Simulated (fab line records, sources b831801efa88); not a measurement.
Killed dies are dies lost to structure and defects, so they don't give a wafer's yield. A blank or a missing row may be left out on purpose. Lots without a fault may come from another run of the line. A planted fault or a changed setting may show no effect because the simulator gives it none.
A struck lot beside a sound one | flow sky130 | 15 steps out of a route of 708
Sound: wafers L140.1, L140.3, L140.5. Struck: wafers L152.4, L152.6. (L152.5 of the same lot was not struck and is left out.) The cause comes at the end.
At each step with rows: each side's tool, then ch and its chambers, then its first start. Under that, the readings that differ: sound wafers | struck wafers | difference of the means | sigmas: that difference in standard deviations of wafers without a fault.
alike: readings whose means differ by less than 2 such deviations, and words and numbers that are the same on both sides. not compared: withheld readings, readings that some wafer has no value for, bounds like >300 that may hide the same value, and numbers for which the record gives no deviation and whose values overlap.
The two part at a step that has a row with sigmas, a row that says differs or no value, or rows on one side only. Numbers that don't overlap but have no deviation are shown without sigmas and don't part them. A reading that every wafer of one side lacks parts them only if that side has two wafers or more.

first, 8 steps without rows for these wafers: SKY_METAL1_DEHYDRATE_07 (time 60 s); SKY_METAL1_HMDS_08 (prime time 60 s); SKY_METAL1_COAT_09 (resist thk 60 nm); SKY_METAL1_COAT_10 (resist thk 450 nm); SKY_METAL1_SOFTBAKE_11 (time 90 s); SKY_METAL1_EXPOSE_12 (exposes mask MM1, target cd 140 nm); SKY_METAL1_PEB_13; SKY_METAL1_DEVELOP_14 (develop time 60 s).
SKY_METAL1_CD_MEAS_15: target cd 140 nm.
  sound on cd_sem-02, day 36 11:36; struck on cd_sem-01, day 40 05:46
  alike: cd_nm
SKY_METAL1_OVL_MEAS_16:
  sound on overlay-02, day 36 11:43; struck on overlay-02, day 40 05:50
  alike: METAL1_OVL
SKY_METAL1_DESCUM_17: chemistry O2, time 8 s.
  sound on rie_metal-03 ch 0,1, day 36 11:46; struck on rie_metal-03 ch 0, day 40 05:52
  alike: drypump_motor_current_A, he_backside_leak_sccm, oes_product_au
  not compared: rf_hours_counter_h
SKY_METAL1_ETCH_18: etches BARC in N2/H2, stops on SiO2, time 45.9 s, target depth 60 nm.
  sound on rie_metal-03 ch 0,1, day 36 11:47; struck on rie_metal-03 ch 0, day 40 05:55
  alike: drypump_motor_current_A, he_backside_leak_sccm, oes_product_au, throttle_valve_pct
  not compared: rf_hours_counter_h
SKY_METAL1_METAL_ETCH_19: etches the open film in Cl2/BCl3, stops on SiO2, target depth 360 nm, time 78 s.
  sound on rie_metal-03 ch 0,1, day 36 11:51; struck on rie_metal-03 ch 0, day 40 05:59
  reading             | sound             | struck          | difference | sigmas
  mfc_cl2_sccm (sccm) | 60.29 60.13 60.18 | 59.65 59.82     | -0.47      | -3
  over_etch_frac      | 0.3 0.3 0.3       | 0.28069 0.28069 | -0.01931   |
  alike: drypump_motor_current_A, he_backside_leak_sccm, oes_product_au, throttle_valve_pct
  not compared: rf_hours_counter_h
SKY_METAL1_STRIP_20: strips in O2/N2.
  sound on plasma_asher-04 ch 1, day 36 11:56; struck on plasma_asher-04 ch 0,1, day 40 06:05
  alike: drypump_motor_current_A, oes_product_au, strip_time_to_endpoint_s
  not compared: rf_hours_counter_h
SKY_PAD_OPEN_PROBE_99:
  the record has rows for the sound wafers here (prober-01, day 48 13:19) and none for the struck ones

WHERE THEY PART
First at SKY_METAL1_METAL_ETCH_19; last, within this record, at SKY_PAD_OPEN_PROBE_99.

WHY: what the simulator had put in
Process parameter drift: rie_metal-03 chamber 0, from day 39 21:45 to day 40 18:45, at SKY_METAL1_METAL_ETCH_19. Setting over_etch_frac, moved by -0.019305, from 0.3. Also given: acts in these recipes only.
